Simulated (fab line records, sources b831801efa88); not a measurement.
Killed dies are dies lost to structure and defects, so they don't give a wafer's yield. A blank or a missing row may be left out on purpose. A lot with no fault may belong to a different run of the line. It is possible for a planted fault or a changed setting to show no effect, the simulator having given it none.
What tool caused it? ; flow sky130 ; 72 wafers from 24 lots sampled at 6 of the route's 708 steps

WHAT EACH GAUGE READ, for each wafer
SKY_METAL1_OVL_MEAS_16.
lot;measured;on;METAL1_OVL (nm)
L074;day 32 19:52;overlay-02;13 4 9
L075;day 33 05:43;overlay-02;3 -7 7
L076;day 33 15:10;overlay-01;4 -3 2
L077;day 34 00:01;overlay-01;2 2 3
L079;day 34 00:40;overlay-01;-7 -14 -17
L078;day 34 04:08;overlay-01;-9 0 -13
L081;day 34 20:28;overlay-02;-2 0 -5
L080;day 34 22:49;overlay-02;6 3 3
L082;day 35 08:46;overlay-02;1 0 -6
L083;day 35 14:08;overlay-02;-8 2 2
L084;day 35 23:43;overlay-01;-6 3 0
L085;day 36 08:43;overlay-01;0 -1 1
L086;day 36 16:49;overlay-01;-12 -12 -5
L087;day 36 20:49;overlay-01;-2 -3 -3
L088;day 37 08:19;overlay-01;1 -2 -1
L089;day 37 13:55;overlay-01;1 -2 -2
L090;day 37 15:12;overlay-02;-5 3 -3
L091;day 38 06:02;overlay-02;-10 6 3
L092;day 38 12:22;overlay-01;-1 -4 -7
L093;day 38 19:52;overlay-01;2 1 -6
L094;day 39 02:48;overlay-01;-5 0 3
L095;day 39 10:58;overlay-01;-7 2 7
L096;day 39 13:49;overlay-01;4 -6 -4
L097;day 39 16:31;overlay-01;-2 -7 -7

SKY_VIA3_THK_MEAS_01.
lot;measured;on;VIA3_HDPCVD_THK (nm)
L074;day 38 13:59;film-metro-03;1632 1624 1622
L075;day 38 22:19;film-metro-03;1655 1645 1648
L076;day 39 08:05;film-metro-01;1628 1662 1637
L077;day 39 16:50;film-metro-01;1632 1637 1634
L079;day 39 17:10;film-metro-02;1621 1639 1619
L078;day 39 21:03;film-metro-03;1639 1632 1635
L081;day 40 12:07;film-metro-03;1635 1648 1664
L080;day 40 15:08;film-metro-03;1646 1657 1664
L082;day 41 00:45;film-metro-01;1637 1641 1622
L083;day 41 04:57;film-metro-01;1637 1659 1662
L084;day 41 13:46;film-metro-02;1625 1650 1676
L085;day 41 22:35;film-metro-02;1631 1629 1619
L086;day 42 05:32;film-metro-03;1653 1625 1633
L087;day 42 09:44;film-metro-02;1643 1638 1636
L088;day 42 21:32;film-metro-02;1612 1643 1628
L089;day 43 00:29;film-metro-01;1647 1634 1638
L090;day 43 02:37;film-metro-01;1625 1631 1644
L091;day 43 16:18;film-metro-01;1636 1627 1626
L092;day 43 21:11;film-metro-01;1654 1635 1633
L093;day 44 05:44;film-metro-01;1639 1685 1673
L094;day 44 08:06;film-metro-01;1644 1617 1619
L095;day 44 17:56;film-metro-01;1652 1646 1645
L096;day 44 20:55;film-metro-03;1624 1605 1598
L097;day 44 22:09;film-metro-01;1649 1651 1641

SKY_VIA3_THK_MEAS_23: measures by xrf.
lot;measured;on;VIA3_W_THK (nm)
L074;day 39 16:55;film-metro-03;401 401 396
L075;day 40 00:58;film-metro-03;397 392 394
L076;day 40 10:05;film-metro-02;406 411 405
L077;day 40 19:07;film-metro-02;408 409 406
L079;day 40 19:49;film-metro-03;388 398 394
L078;day 40 23:33;film-metro-01;398 398 400
L081;day 41 13:49;film-metro-01;408 406 412
L080;day 41 17:37;film-metro-03;394 396 399
L082;day 42 02:25;film-metro-03;394 396 394
L083;day 42 06:24;film-metro-02;408 401 401
L084;day 42 15:05;film-metro-02;407 410 411
L085;day 43 00:03;film-metro-03;397 396 399
L086;day 43 06:55;film-metro-01;400 405 403
L087;day 43 11:22;film-metro-02;402 400 400
L088;day 43 22:23;film-metro-03;404 403 403
L089;day 44 00:31;film-metro-03;397 393 396
L090;day 44 02:35;film-metro-01;399 395 397
L091;day 44 15:43;film-metro-02;399 399 405
L092;day 44 21:17;film-metro-01;396 398 395
L093;day 45 04:58;film-metro-01;402 399 405
L094;day 45 07:40;film-metro-02;397 399 399
L095;day 45 16:55;film-metro-01;397 400 396
L096;day 45 19:51;film-metro-03;396 403 405
L097;day 45 21:28;film-metro-01;401 401 395

SKY_CAP2M_RS_MEAS_03: the measuring method here is four-point-probe.
lot;measured;on;CAP2M_TIN_RS (ohm/sq)
L074;day 39 17:38;film-metro-04;6.83 6.85 6.81
L075;day 40 01:42;film-metro-01;7.02 7.00 6.99
L076;day 40 10:48;film-metro-02;6.88 6.82 6.87
L077;day 40 19:49;film-metro-01;6.78 6.77 6.76
L079;day 40 20:31;film-metro-04;6.82 6.88 6.82
L078;day 41 00:16;film-metro-01;6.84 6.83 6.84
L081;day 41 14:32;film-metro-02;6.83 6.91 6.86
L080;day 41 18:21;film-metro-04;6.85 6.83 6.90
L082;day 42 03:09;film-metro-02;6.80 6.81 6.81
L083;day 42 07:07;film-metro-01;6.95 6.97 6.96
L084;day 42 17:37;film-metro-01;6.86 6.86 6.88
L085;day 43 00:46;film-metro-02;6.95 7.02 7.00
L086;day 43 07:38;film-metro-01;6.97 6.97 6.89
L087;day 43 12:10;film-metro-02;6.95 7.01 7.00
L088;day 43 23:09;film-metro-01;6.78 6.80 6.88
L089;day 44 01:14;film-metro-02;6.91 6.94 6.90
L090;day 44 03:17;film-metro-01;6.94 6.97 7.02
L091;day 44 16:27;film-metro-01;7.05 7.08 7.06
L092;day 44 22:01;film-metro-02;6.86 6.95 6.92
L093;day 45 05:40;film-metro-01;6.95 6.87 6.90
L094;day 45 08:22;film-metro-04;6.89 6.90 6.92
L095;day 45 17:37;film-metro-04;6.91 6.86 6.86
L096;day 45 20:33;film-metro-02;6.81 6.88 6.82
L097;day 45 22:11;film-metro-01;6.92 6.89 6.89

WHICH TOOL RAN EACH LOT (tool, then ch and the chambers of the sampled wafers, then the start)
lot;SKY_METAL3_SPUTTER_00;SKY_VIA3_CMP_24
L074;pvd-sputter-01, day 36 08:16;cmp-02 ch 1,2, day 39 16:58
L075;pvd-sputter-01, day 36 16:52;cmp-01 ch 0,1,2, day 40 01:07
L076;pvd-sputter-04, day 37 02:45;cmp-02 ch 0,1,3, day 40 10:09
L077;pvd-sputter-04, day 37 11:57;cmp-02 ch 0,1,2, day 40 19:10
L079;pvd-sputter-01, day 37 12:32;cmp-01 ch 0,2,3, day 40 19:58
L078;pvd-sputter-01, day 37 15:46;cmp-01 ch 1,2, day 40 23:35
L081;pvd-sputter-01, day 38 07:36;cmp-01 ch 1,2,3, day 41 13:52
L080;pvd-sputter-04, day 38 10:39;cmp-01 ch 0,1,2, day 41 17:44
L082;pvd-sputter-01, day 38 20:42;cmp-02 ch 1,2,3, day 42 02:35
L083;pvd-sputter-01, day 39 01:12;cmp-02 ch 0,2,3, day 42 06:27
L084;pvd-sputter-01, day 39 10:31;cmp-01 ch 0,2, day 42 16:58
L085;pvd-sputter-04, day 39 19:04;cmp-01 ch 1,2,3, day 43 00:09
L086;pvd-sputter-01, day 40 03:07;cmp-02 ch 2,3, day 43 07:00
L087;pvd-sputter-01, day 40 06:58;cmp-02 ch 2,3, day 43 11:34
L088;pvd-sputter-04, day 40 19:08;cmp-01 ch 0,1,3, day 43 22:32
L089;pvd-sputter-03, day 40 23:01;cmp-02 ch 0,1,2, day 44 00:37
L090;pvd-sputter-04, day 41 00:58;cmp-02 ch 0,1,3, day 44 02:39
L091;pvd-sputter-03, day 41 15:19;cmp-01 ch 0,1, day 44 15:46
L092;pvd-sputter-03, day 41 20:16;cmp-01 ch 0,2,3, day 44 21:20
L093;pvd-sputter-03, day 42 04:43;cmp-01 ch 2,3, day 45 05:01
L094;pvd-sputter-04, day 42 08:31;cmp-01 ch 0,1,3, day 45 07:43
L095;pvd-sputter-01, day 42 18:01;cmp-01 ch 1,2,3, day 45 16:58
L096;pvd-sputter-01, day 42 20:55;cmp-02 ch 0,1,3, day 45 19:55
L097;pvd-sputter-03, day 42 23:28;cmp-02 ch 0,1,2, day 45 21:34
- SKY_METAL3_SPUTTER_00: material Ti, target thk 15 nm, time 10 s.
- SKY_VIA3_CMP_24: polishes, stops on SiO2, t overpolish 20 s, target thk 0 nm.

AS READ BY THE TOOLS THEMSELVES (means over the sampled wafers that have a number; for cases with no such wafer, the mark the record gives instead)
SKY_METAL3_SPUTTER_00.
lot;tool;cathode-dc-power-W (W);throttle-valve-pct (%)
L074;pvd-sputter-01;2999.8;29.3
L075;pvd-sputter-01;2999.5;29.3
L076;pvd-sputter-04;2999.9;30.6
L077;pvd-sputter-04;3000.0;30.9
L079;pvd-sputter-01;3000.3;29.2
L078;pvd-sputter-01;2999.6;30.1
L081;pvd-sputter-01;3000.4;30.1
L080;pvd-sputter-04;3000.0;31.2
L082;pvd-sputter-01;2999.8;29.1
L083;pvd-sputter-01;2999.4;29.5
L084;pvd-sputter-01;3000.0;30.2
L085;pvd-sputter-04;2999.8;31.1
L086;pvd-sputter-01;2999.4;30.0
L087;pvd-sputter-01;3000.2;28.9
L088;pvd-sputter-04;2999.7;30.7
L089;pvd-sputter-03;3000.3;30.2
L090;pvd-sputter-04;3000.0;30.9
L091;pvd-sputter-03;3000.2;29.9
L092;pvd-sputter-03;2999.5;30.2
L093;pvd-sputter-03;3000.0;30.2
L094;pvd-sputter-04;2999.7;30.7
L095;pvd-sputter-01;3000.1;29.8
L096;pvd-sputter-01;3000.9;29.4
L097;pvd-sputter-03;2999.9;29.7

SKY_VIA3_CMP_24.
lot;tool;motor-current-A (A);overpolish-run-s (s);time-to-endpoint-s (s)
L074;cmp-02;11.2;20.006;95
L075;cmp-01;10.7;19.993;94
L076;cmp-02;10.4;19.996;98
L077;cmp-02;11.1;20.005;96
L079;cmp-01;10.7;20.007;93
L078;cmp-01;11.3;20.004;96
L081;cmp-01;11.1;19.993;96
L080;cmp-01;10.7;19.997;89
L082;cmp-02;10.6;20.003;98
L083;cmp-02;10.3;20.003;102
L084;cmp-01;10.9;19.999;95
L085;cmp-01;11.2;19.997;93
L086;cmp-02;10.6;19.995;98
L087;cmp-02;10.7;20.009;95
L088;cmp-01;10.5;20.004;94
L089;cmp-02;10.6;19.998;97
L090;cmp-02;10.5;20.000;95
L091;cmp-01;10.3;19.997;95
L092;cmp-01;11.1;19.993;90
L093;cmp-01;11.8;19.998;93
L094;cmp-01;10.4;19.989;93
L095;cmp-01;11.1;20.005;93
L096;cmp-02;10.6;19.999;97
L097;cmp-02;10.6;20.005;96

THE ANSWER, worked out from the rows above alone
Rule: the lots themselves supply what counts as usual. Put in order of their means at a reading, lots are off if they are a third of the lots or fewer, leave a main group of 4 or more, and stand apart from it by a gap of 3 or more times the standard deviation of the main group's means; of several such gaps the widest counts. Not used: any main group whose means are identical at the precision the tables above print for the reading. Also off: a lot with no number at a reading for which 4 or more lots have one. The other lots that the step has rows for count as sound. The gauges are gone through in route order, then the tools' own readings, and for those a lot's mean is taken as printed above. At the first step where some lot is off, the reading lying furthest off is the one used; lots without a number count as furthest.
Across all readings shown, no lot is off: no conclusion can be drawn from this.

WHAT THE SIMULATOR HAD INSERTED
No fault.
